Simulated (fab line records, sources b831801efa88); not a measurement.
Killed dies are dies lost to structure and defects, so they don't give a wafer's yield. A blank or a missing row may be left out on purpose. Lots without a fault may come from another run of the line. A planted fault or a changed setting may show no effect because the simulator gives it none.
One fault seen from 2 desks | flow gf180mcu | each desk has only its own numbers; what lay behind them comes last

THE METROLOGY DESK
What the gauges read, lot by lot, whatever tool the lot ran on: means of the sampled wafers that have a number. A lot is out of limits, marked OUT, if its mean lies more than 4 standard deviations from the usual mean; the brackets give that distance. Of its 10 readings 7 are shown: those that lie furthest out on some lot.
Columns: A = cd_nm at GF_POLY_GATE_CD_MEAS_10, usual 280.0 nm; B = POLY_GATE_OVL at GF_POLY_GATE_OVL_MEAS_11, usual 0 nm; C = POLY_GATE_OXIDATION_THK at GF_POLY_GATE_THK_MEAS_17, usual 4.00 nm; D = cd_nm at GF_POLY_GATE_CD_MEAS_18, usual 280.3 nm; E = cd_nm at GF_HV_LDD_CD_MEAS_07, usual 400.3 nm; F = HV_LDD_TW at GF_HV_LDD_TW_MEAS_11, usual 2407; G = cd_nm at GF_HV_LDD_CD_MEAS_19, usual 400.1 nm
lot  | first seen here | A     | B  | C    | D     | E     | F    | G
L960 | day 12 16:10    | 279.6 | 1  | 4.00 | 279.3 | 400.3 | 2416 | 400.7
L961 | day 13 01:47    | 281.0 | 1  | 4.07 | 280.5 | 398.8 | 2411 | 399.6
L962 | day 13 06:07    | 279.7 | -8 | 3.88 | 280.8 | 400.6 | 2410 | 398.3
L963 | day 13 12:04    | 279.4 | -1 | 4.06 | 280.3 | 403.0 | 2417 | 403.1
L967 | day 14 16:16    | 279.4 | 0  | 3.94 | 277.8 | 401.9 | 2404 | 399.8
L969 | day 15 05:52    | 281.2 | -4 | 4.00 | 282.4 | 399.8 | 2407 | 403.4
This desk's finding: nothing out of limits on any of the 6 lots.

THE TOOL OWNER'S DESK: furnace-02
The tool's own readings at GF_POLY_GATE_OXIDATION_16 (stabilise 600 s, purge 300 s, target thk 4 nm): means of the sampled wafers that have a number, for each lot that ran on this tool. A lot is out of limits, marked OUT, if its mean lies more than 4 standard deviations from the usual mean; the brackets give that distance.
Columns: A = spike_tc_bottom_C at GF_POLY_GATE_OXIDATION_16, usual 869.6 C
lot  | first seen here | A
L960 | day 12 17:31    | 868.7
L962 | day 13 06:29    | 869.5
L967 | day 14 16:41    | 868.9
This desk's finding: nothing out of limits on any of the 3 lots.

PUT TOGETHER
The metrology desk saw nothing out of limits.
The tool owner's desk saw nothing out of limits.

WHAT THE SIMULATOR HAD PUT IN
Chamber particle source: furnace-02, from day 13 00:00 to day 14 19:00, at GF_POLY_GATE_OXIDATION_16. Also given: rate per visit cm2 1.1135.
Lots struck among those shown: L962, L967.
